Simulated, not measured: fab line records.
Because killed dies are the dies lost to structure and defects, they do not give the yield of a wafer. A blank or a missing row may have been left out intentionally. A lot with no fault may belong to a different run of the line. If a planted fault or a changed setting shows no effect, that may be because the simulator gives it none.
Shared-tool check -- flow sky130 -- Sampled: 12 lots, 39 wafers

== WHY IT WAS OPENED ==
At SKY_VT_ADJUST_HVTR_TW_MEAS_11 the reading VT_ADJUST_HVTR_TW is flagged on 1 of 12 lots. Wafers without a fault read 208.4, standard deviation 1.9.
Rule: a lot gets a flag if all its wafers with a number sit over 4 standard deviations from that mean, or if no wafer of it has a number. All remaining lots are regarded as sound.

lot,measured,on,"VT_ADJUST_HVTR_TW, wafer by wafer",flag
L422,day 9 10:22,film-metro-02,207.2 208.0 207.2,
L424,day 9 22:25,film-metro-04,207.4 207.4 207.0,
L426,day 10 15:41,film-metro-04,208.7 207.7 208.9,
L429,day 11 15:15,film-metro-01,209.5 210.7 210.4,
L430,day 12 00:58,film-metro-01,211.6 210.9 210.2,
L431,day 12 08:26,film-metro-04,210.6 209.6 210.9,
L433,day 12 17:06,film-metro-04,209.9 210.1 210.2,
L434,day 13 05:55,film-metro-02,206.3 208.3 207.7,
L435,day 13 13:23,film-metro-04,208.6 209.2 208.5,
L436,day 13 15:04,film-metro-02,29.4 29.3 29.3 29.4 29.4 29.5,FLAGGED
L443,day 15 22:31,film-metro-02,205.2 206.5 206.6,
L445,day 16 14:37,film-metro-02,207.5 207.8 205.6,
The mean of the flagged lots' numbers is 29.4, -179.0 from the usual (-94 standard deviations).

== EACH LOT AND THE TOOL IT RAN ON ==
The record keeps 1 process step preceding the reading, out of 708 steps on the route. Every cell lists first the tool, next ch and the chambers used by the sampled wafers, and last the start.
lot,flag,SKY_VT_ADJUST_HVTR_EXPOSE_04
L422,,"iline-stepper-02 ch 0, day 8 23:26"
L424,,"iline-stepper-01 ch 0, day 9 11:13"
L426,,"iline-stepper-01 ch 0, day 10 04:39"
L429,,"iline-stepper-01 ch 0, day 11 03:41"
L430,,"iline-stepper-01 ch 0, day 11 12:40"
L431,,"iline-stepper-01 ch 0, day 11 19:46"
L433,,"iline-stepper-02 ch 0, day 12 04:47"
L434,,"iline-stepper-02 ch 0, day 12 17:11"
L435,,"iline-stepper-02 ch 0, day 13 00:15"
L436,FLAGGED,"iline-stepper-02 ch 0, day 13 02:08"
L443,,"iline-stepper-02 ch 0, day 15 08:29"
L445,,"iline-stepper-02 ch 0, day 16 00:24"
What is done by these steps:
- SKY_VT_ADJUST_HVTR_EXPOSE_04: exposes mask HVTRM, target cd 380 nm.
- SKY_VT_ADJUST_HVTR_TW_MEAS_11

== FLAGGED OVER TOTAL, TOOL BY TOOL (the gauges that took the reading come last) ==
step,tool,lots run,flagged,share of the flagged lots,sound lots run after its first flagged lot
SKY_VT_ADJUST_HVTR_EXPOSE_04,iline-stepper-01,5,0,none,-
SKY_VT_ADJUST_HVTR_EXPOSE_04,iline-stepper-02,7,1,all,"2 (L443,L445)"
SKY_VT_ADJUST_HVTR_TW_MEAS_11,film-metro-01,2,0,none,-
SKY_VT_ADJUST_HVTR_TW_MEAS_11,film-metro-02,5,1,all,"2 (L443,L445)"
SKY_VT_ADJUST_HVTR_TW_MEAS_11,film-metro-04,5,0,none,-

== WHAT THE TABLE PERMITS ==
2 rows of the table ran every flagged lot: iline-stepper-02 at SKY_VT_ADJUST_HVTR_EXPOSE_04, film-metro-02 at SKY_VT_ADJUST_HVTR_TW_MEAS_11.
- iline-stepper-02 at SKY_VT_ADJUST_HVTR_EXPOSE_04 ran 7 lots, 1 of them flagged. Sound lots followed the first flagged one (L443, L445) on it, something a lasting fault affecting the whole tool could not allow.
- film-metro-02 at SKY_VT_ADJUST_HVTR_TW_MEAS_11 ran 5 lots, 1 of them flagged. Sound lots followed the first flagged one (L443, L445) on it, something a lasting fault affecting the whole tool could not allow.
Not one row of the table ran every flagged lot while running no sound lot after the first.

== WHAT HAD BEEN PUT IN BY THE SIMULATOR ==
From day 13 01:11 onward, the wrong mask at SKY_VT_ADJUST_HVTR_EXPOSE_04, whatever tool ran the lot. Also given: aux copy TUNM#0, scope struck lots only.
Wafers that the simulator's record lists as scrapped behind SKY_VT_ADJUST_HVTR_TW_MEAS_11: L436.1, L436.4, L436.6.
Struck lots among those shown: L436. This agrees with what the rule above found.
